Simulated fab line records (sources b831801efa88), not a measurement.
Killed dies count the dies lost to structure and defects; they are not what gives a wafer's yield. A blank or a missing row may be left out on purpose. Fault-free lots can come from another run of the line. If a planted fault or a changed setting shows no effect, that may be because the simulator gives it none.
Split-lot experiment + flow gf180mcu + 23 wafers read from 5 lots, route of 602 steps

== SPLIT DETAILS ==
At GF_M5_EXPOSE_04 (exposes mask Metal5, target cd 280 nm), the setting dose-mj was moved away from the recipe's 28 on 9 of the 23 wafers read, by -2.5% to +5.3%. All remaining wafers had this setting at the recipe value.

== FROM THE SPLIT TO THE READING: what the file shows between them, 2 steps ==
- GF_M5_PEB_05: peb time 90 s
- GF_M5_DEVELOP_06: develop time 60 s

== THE READING ==
Shown in nm: cd-nm at GF_M5_CD_MEAS_07, with target cd 280 nm. A value of 280.0 nm with a standard deviation of 0.98 nm is what fault-free wafers of this fab line usually give.

| wafer  | tool, chamber at the split | dose-mj as run | against the recipe | cd-nm, nm | against lot-mates on the recipe |
|--------|----------------------------|----------------|--------------------|-----------|---------------------------------|
| L079.2 | krf-scanner-02, 0          | 27.29          | -2.5%              | 285.4     | +4.2                            |
| L079.3 | krf-scanner-02, 0          | 28             | recipe             | 281.0     | -                               |
| L079.4 | krf-scanner-02, 0          | 28             | recipe             | 281.3     | -                               |
| L079.5 | krf-scanner-02, 0          | 27.29          | -2.5%              | 285.4     | +4.2                            |
| L079.6 | krf-scanner-02, 0          | 27.29          | -2.5%              | 285.3     | +4.2                            |
| L080.2 | krf-scanner-01, 0          | 28             | recipe             | 277.8     | -                               |
| L080.5 | krf-scanner-01, 0          | 28             | recipe             | 278.9     | -                               |
| L080.6 | krf-scanner-01, 0          | 28             | recipe             | 279.9     | -                               |
| L081.1 | krf-scanner-01, 0          | 28             | recipe             | 279.8     | -                               |
| L081.2 | krf-scanner-01, 0          | 28             | recipe             | 280.3     | -                               |
| L081.3 | krf-scanner-01, 0          | 28             | recipe             | 279.7     | -                               |
| L081.4 | krf-scanner-01, 0          | 28             | recipe             | 279.9     | -                               |
| L081.5 | krf-scanner-01, 0          | 28             | recipe             | 279.2     | -                               |
| L082.1 | krf-scanner-01, 0          | 28             | recipe             | 280.3     | -                               |
| L082.2 | krf-scanner-01, 0          | 29.49          | +5.3%              | 272.2     | -8.2                            |
| L082.3 | krf-scanner-01, 0          | 28             | recipe             | 280.4     | -                               |
| L082.5 | krf-scanner-01, 0          | 29.49          | +5.3%              | 272.6     | -7.8                            |
| L082.6 | krf-scanner-01, 0          | 29.49          | +5.3%              | 273.2     | -7.2                            |
| L084.1 | krf-scanner-02, 0          | 27.47          | -1.9%              | 282.9     | +2.9                            |
| L084.2 | krf-scanner-02, 0          | 27.47          | -1.9%              | 282.3     | +2.3                            |
| L084.4 | krf-scanner-02, 0          | 27.47          | -1.9%              | 284.3     | +4.3                            |
| L084.5 | krf-scanner-02, 0          | 28             | recipe             | 279.9     | -                               |
| L084.6 | krf-scanner-02, 0          | 28             | recipe             | 280.2     | -                               |

FIT RESULTS
A straight line over all 23 wafers: cd-nm changes by -1.54 nm for each +1% of dose-mj; r = -0.97; the points scatter about the line by 0.97 nm.
The same after taking each lot's own level away (the mean of its wafers on the recipe; 23 wafers): -1.5 nm for each +1%; r = -0.99; scatter 0.54 nm.
Per that fit: largest dose-mj move, reading shift of 8 nm.
The span of the lots' own levels, 278.87 to 281.15 nm, comes to 2.3 times the standard deviation stated above.
The two slopes are in agreement: the lot-to-lot level therefore moves the slope only a little.
Check: with one of the wafers moved furthest among these (+5.3%) left out of the fit, the line predicts -7.76 nm for it against its lot-mates. It came out at -8.15 nm against them.

== THE OTHER SPLITS THESE WAFERS WENT THROUGH ==
These wafers also went through other splits before the reading. Each is held against what the fit with the lots' levels taken away leaves over:
| other split on the same wafers  | wafers away from the commonest value | r with cd-nm (lot level and that fit taken away) |
|---------------------------------|--------------------------------------|--------------------------------------------------|
| GF_V4_DEVELOP_13 develop-time-s | 6                                    | +0.06                                            |
| GF_V4_CVD_23 pressure-torr      | 10                                   | -0.12                                            |
| GF_MIM_CVD_05 time-s            | 7                                    | -0.34                                            |
| GF_MIM_SPUTTER_08 power-w       | 9                                    | +0.04                                            |

== THE WHOLE CHAIN: every reading that the file lists as answering this split, in the file's order ==
| step             | what it does                                            | reading                                                   | change (the file's fit)              | r (the file's) |
|------------------|---------------------------------------------------------|-----------------------------------------------------------|--------------------------------------|----------------|
| GF_M5_CD_MEAS_07 | target cd 280 nm                                        | cd-nm                                                     | -1.5 nm for each +1% of the setting  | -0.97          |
| GF_M5_ETCH_09    | etches Si3N4 in CF4/O2, target depth 52 nm, time 11.6 s | M5.cd-nm (the simulator's own value, which no gauge read) | -1.38 nm for each +1% of the setting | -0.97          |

== FILE'S OWN FIT ==
cd-nm changes by -1.5 nm for each +1% of dose-mj, r = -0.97.
